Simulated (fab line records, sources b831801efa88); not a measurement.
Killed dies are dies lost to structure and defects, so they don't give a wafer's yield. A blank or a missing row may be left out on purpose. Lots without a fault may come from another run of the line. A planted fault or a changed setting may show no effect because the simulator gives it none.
Tool commonality check | flow gf180mcu | 11 lots, 42 wafers sampled

WHY IT WAS OPENED
At GF_MVSD_TW_MEAS_11 the reading MVSD_TW is flagged on 3 of 11 lots. Wafers without a fault read 1584, standard deviation 33.
Rule: a lot is flagged when every wafer of it that has a number lies more than 4 standard deviations from that mean, or none has a number. The other lots count as sound.

lot  | measured     | on            | MVSD_TW, wafer by wafer | flag
L378 | day 4 18:07  | film_metro-03 | 1547 1546 1551          |
L379 | day 4 22:56  | film_metro-04 | 31 31 31 30 31 31       | FLAGGED
L380 | day 5 08:01  | film_metro-02 | 31 30 31 31 31 31       | FLAGGED
L381 | day 5 13:04  | film_metro-04 | 31 30 30 30 30 30       | FLAGGED
L388 | day 7 02:11  | film_metro-04 | 1604 1600 1597          |
L390 | day 7 12:04  | film_metro-03 | 1533 1531 1537          |
L389 | day 7 14:13  | film_metro-03 | 1536 1530 1524          |
L393 | day 8 07:38  | film_metro-02 | 1625 1624 1623          |
L395 | day 8 18:00  | film_metro-04 | 1605 1600 1599          |
L396 | day 9 00:19  | film_metro-03 | 1543 1553 1552          |
L400 | day 10 02:06 | film_metro-04 | 1606 1602 1604          |
The numbers of the flagged lots are 31 on average: -1553 against the usual, or -47 standard deviations.

WHICH TOOL RAN EACH LOT
The record holds 3 process steps before the reading, out of a route of 602 steps. In each cell: the tool, then ch and the chambers that the sampled wafers went through, then the start.
lot  | flag    | GF_STI_CMP_25                | GF_LVPWELL_STRIP_10                 | GF_MVSD_STRIP_10
L378 |         | cmp-02 ch 0,2,3, day 2 10:43 | plasma_asher-02 ch 0,1, day 4 05:04 | plasma_asher-01 ch 0,1, day 4 18:02
L379 | FLAGGED | cmp-02 ch 1,2,3, day 2 13:21 | plasma_asher-04 ch 0,1, day 4 08:39 | plasma_asher-01 ch 0,1, day 4 22:50
L380 | FLAGGED | cmp-01 ch 0,3, day 2 22:14   | plasma_asher-04 ch 0,1, day 4 16:55 | plasma_asher-04 ch 0,1, day 5 07:56
L381 | FLAGGED | cmp-01 ch 1,3, day 3 03:00   | plasma_asher-04 ch 0,1, day 4 22:42 | plasma_asher-02 ch 0,1, day 5 12:57
L388 |         | cmp-02 ch 1,2,3, day 4 12:28 | plasma_asher-02 ch 0,1, day 6 10:20 | plasma_asher-04 ch 0,1, day 7 02:05
L390 |         | cmp-02 ch 0,2,3, day 4 21:53 | plasma_asher-02 ch 0,1, day 6 20:41 | plasma_asher-02 ch 0,1, day 7 11:58
L389 |         | cmp-02 ch 0,1,2, day 4 18:11 | plasma_asher-03 ch 0,1, day 6 22:17 | plasma_asher-01 ch 0,1, day 7 14:07
L393 |         | cmp-01 ch 0,3, day 5 13:47   | plasma_asher-02 ch 0,1, day 7 15:22 | plasma_asher-04 ch 0,1, day 8 07:32
L395 |         | cmp-02 ch 0,1,2, day 5 23:58 | plasma_asher-04 ch 1, day 8 01:13   | plasma_asher-04 ch 1, day 8 17:53
L396 |         | cmp-02 ch 0,1,3, day 6 05:38 | plasma_asher-02 ch 1, day 8 07:19   | plasma_asher-01 ch 0, day 9 00:13
L400 |         | cmp-02 ch 0,3, day 7 03:14   | plasma_asher-04 ch 0,1, day 9 08:37 | plasma_asher-02 ch 0,1, day 10 01:59
What these steps do:
- GF_STI_CMP_25: polishes, stops on Si3N4, t overpolish 33 s, target thk 524.6 nm.
- GF_LVPWELL_STRIP_10: strips in O2/N2.
- GF_MVSD_STRIP_10: strips in O2/N2.
- GF_MVSD_TW_MEAS_11

FLAGGED OVER TOTAL, TOOL BY TOOL (the gauges that took the reading come last)
step                | tool            | lots run | flagged | share of the flagged lots | sound lots run after its first flagged lot
GF_STI_CMP_25       | cmp-01          | 3        | 2       | some                      | 1 (L393)
GF_STI_CMP_25       | cmp-02          | 8        | 1       | some                      | 6 (L388,L389,L390,L395,L396,L400)
GF_LVPWELL_STRIP_10 | plasma_asher-02 | 5        | 0       | none                      | -
GF_LVPWELL_STRIP_10 | plasma_asher-03 | 1        | 0       | none                      | -
GF_LVPWELL_STRIP_10 | plasma_asher-04 | 5        | 3       | all                       | 2 (L395,L400)
GF_MVSD_STRIP_10    | plasma_asher-01 | 4        | 1       | some                      | 2 (L389,L396)
GF_MVSD_STRIP_10    | plasma_asher-02 | 3        | 1       | some                      | 2 (L390,L400)
GF_MVSD_STRIP_10    | plasma_asher-04 | 4        | 1       | some                      | 3 (L388,L393,L395)
GF_MVSD_TW_MEAS_11  | film_metro-02   | 2        | 1       | some                      | 1 (L393)
GF_MVSD_TW_MEAS_11  | film_metro-03   | 4        | 0       | none                      | -
GF_MVSD_TW_MEAS_11  | film_metro-04   | 5        | 2       | some                      | 3 (L388,L395,L400)

WHAT THE TABLE ALLOWS
1 row of the table ran every flagged lot: plasma_asher-04 at GF_LVPWELL_STRIP_10.
- plasma_asher-04 at GF_LVPWELL_STRIP_10: 3 of its 5 lots flagged. Sound lots ran on it after the first flagged one (L395, L400), which a lasting fault on the whole tool wouldn't allow. On the flagged lots its readings are blank where sound lots have values: chamber_pressure_mTorr, drypump_motor_current_A, heater_power_w, oes_product_au and 1 more.
No row of the table ran every flagged lot and no sound lot after the first.

WHAT THE SIMULATOR HAD PUT IN
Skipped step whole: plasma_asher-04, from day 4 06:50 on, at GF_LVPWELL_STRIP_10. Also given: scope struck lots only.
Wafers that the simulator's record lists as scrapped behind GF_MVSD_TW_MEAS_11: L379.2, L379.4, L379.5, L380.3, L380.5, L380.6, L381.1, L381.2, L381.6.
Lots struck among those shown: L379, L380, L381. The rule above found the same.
